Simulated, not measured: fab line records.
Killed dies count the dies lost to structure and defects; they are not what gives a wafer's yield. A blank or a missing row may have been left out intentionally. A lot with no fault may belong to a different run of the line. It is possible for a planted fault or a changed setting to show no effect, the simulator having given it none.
A single fault, viewed from 2 desks + flow sky130 + each desk holds nothing but its own numbers, with what lay behind them at the end

METROLOGY DESK
Means of the sampled wafers that have a number, per lot and without regard to the tool the lot ran on: this is what the gauges read. Marked OUT: a lot whose mean sits more than 4 standard deviations from the usual mean, which makes it out of limits; the brackets give that distance.
Columns: A = NWELL_RS at SKY_NWELL_RS_MEAS_29, usual 624.6 ohm/sq; B = PWDE_RS at SKY_NWELL_RS_MEAS_31, usual 5273 ohm/sq; C = cd_nm at SKY_VT_ADJUST_HVTP_CD_MEAS_07, usual 380.1 nm; D = VT_ADJUST_HVTP_OVL at SKY_VT_ADJUST_HVTP_OVL_MEAS_08, usual 0.5 nm
| lot  | first seen here | A     | B    | C     | D    |
|------|-----------------|-------|------|-------|------|
| L669 | day 6 17:38     | 624.8 | 5286 | 386.1 | 0.6  |
| L670 | day 7 02:19     | 626.0 | 5258 | 384.2 | 1.5  |
| L676 | day 8 13:10     | 622.8 | 5280 | 385.5 | -0.3 |
| L680 | day 9 12:25     | 624.7 | 5249 | 380.9 | 0.4  |
| L684 | day 10 13:55    | 623.7 | 5283 | 378.4 | 1.8  |
| L685 | day 11 00:43    | 625.5 | 5257 | 379.4 | 2.6  |
This desk's finding: nothing out of limits on any of the 6 lots.

AT THE TOOL OWNER'S DESK: implanter-02
The tool's own readings at SKY_VT_ADJUST_HVTP_IMPLANT_09, given as means over the sampled wafers that have a number, one for each lot that went through this tool. Marked OUT: a lot whose mean sits more than 4 standard deviations from the usual mean, which makes it out of limits; the brackets give that distance.
Columns: A = beam_energy_keV at SKY_VT_ADJUST_HVTP_IMPLANT_09, usual 150.00; B = end_station_pressure_torr at SKY_VT_ADJUST_HVTP_IMPLANT_09, usual 5.05e-06 Torr
| lot  | first seen here | A                        | B        |
|------|-----------------|--------------------------|----------|
| L669 | day 7 13:45     | 157.22 (+99 or more) OUT | 4.93e-06 |
| L670 | day 7 22:46     | 157.29 (+99 or more) OUT | 5.02e-06 |
| L684 | day 11 13:05    | 149.97                   | 5.20e-06 |
Finding of this desk: L669, L670 out of limits; the first was L669 at day 7 13:45, on beam_energy_keV at SKY_VT_ADJUST_HVTP_IMPLANT_09. L684: within limits.

TAKEN TOGETHER
At day 7 13:45, on L669, L670, the tool owner's desk was in a position to raise an alarm.
At the metrology desk, nothing out of limits was observed.
The metrology desk holds a record of L669, L670, inside its limits.
All the named lots went through SKY_VT_ADJUST_HVTP_IMPLANT_09 on implanter-02.

WHAT THE SIMULATOR HAD INSERTED
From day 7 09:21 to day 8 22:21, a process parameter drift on implanter-02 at SKY_VT_ADJUST_HVTP_IMPLANT_09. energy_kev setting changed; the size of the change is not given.
Shown lots that were struck: L669, L670.
Time in hours from fault onset to the first out-of-limits reading at each desk: the tool owner's desk, 4.
